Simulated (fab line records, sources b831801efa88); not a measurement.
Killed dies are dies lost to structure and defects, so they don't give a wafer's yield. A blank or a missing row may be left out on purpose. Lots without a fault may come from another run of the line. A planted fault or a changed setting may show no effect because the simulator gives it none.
Chamber matching | flow sky130 | SKY_POLY_CUT_ETCH_10 on rie_diel-04: 4 sister chambers
The step etches BARC in N2/H2, stops on SiO2, time 45.9 s, target depth 60 nm. 14 wafers are shown with their chamber, then 7 later ones without.

WAFERS WITH THEIR CHAMBER
wafer  | chamber | oes_product_au (a.u.) | throttle_valve_pct (%)
L673.2 | 0       | 0.851                 | 13.213
L673.3 | 1       | 0.864                 | 13.220
L673.6 | 1       | 0.854                 | 13.241
L675.1 | 2       | 0.861                 | 13.225
L675.2 | 0       | 0.849                 | 13.230
L675.3 | 3       | 0.852                 | 13.230
L676.2 | 3       | 0.854                 | 13.215
L676.4 | 2       | 0.852                 | 13.235
L676.5 | 0       | 0.855                 | 13.224
L677.2 | 1       | 0.860                 | 13.208
L677.3 | 2       | 0.858                 | 13.226
L677.5 | 3       | 0.856                 | 13.218
L680.3 | 1       | 0.854                 | 13.218
L680.4 | 0       | 0.850                 | 13.230

SIGNATURES (means of the wafers above)
reading            | chamber 0 | chamber 1 | chamber 2 | chamber 3 | scatter within a chamber
oes_product_au     | 0.85125   | 0.85800   | 0.85700   | 0.85400   | 0.00378
throttle_valve_pct | 13.22425  | 13.22175  | 13.22867  | 13.22100  | 0.00978
Rule: a wafer's distance from a chamber is the root of the sum, over the readings, of the square of ((its reading less the chamber's mean) divided by the reading's scatter). The wafer belongs to the nearest chamber; if the next one is less than 2 further off, it can't be placed. The scatter: the root of (the sum of the squares of (reading less its chamber's mean) over the shown wafers, divided by (wafers less chambers)).

WAFERS WITHOUT THEIR CHAMBER
wafer  | oes_product_au (a.u.) | throttle_valve_pct (%)
L680.6 | 0.864                 | 13.237
L684.2 | 0.857                 | 13.220
L684.4 | 0.849                 | 13.228
L684.5 | 0.859                 | 13.228
L689.4 | 0.856                 | 13.206
L689.5 | 0.853                 | 13.216
L689.6 | 0.857                 | 13.228

WHICH CHAMBER EACH WENT THROUGH
wafer  | from the rows above               | in truth
L680.6 | can't be placed: 2 or 1 or 3 or 0 | 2
L684.2 | can't be placed: 1 or 3 or 2 or 0 | 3
L684.4 | can't be placed: 0 or 3 or 2 or 1 | 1
L684.5 | can't be placed: 2 or 1 or 3 or 0 | 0
L689.4 | can't be placed: 3 or 1 or 0 or 2 | 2
L689.5 | can't be placed: 3 or 0 or 1 or 2 | 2
L689.6 | can't be placed: 2 or 1 or 3 or 0 | 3
Placed correctly: 0 of 7. Can't be placed from these rows: 7 (the true chamber is among the candidates in 7). Placed wrongly: 0.
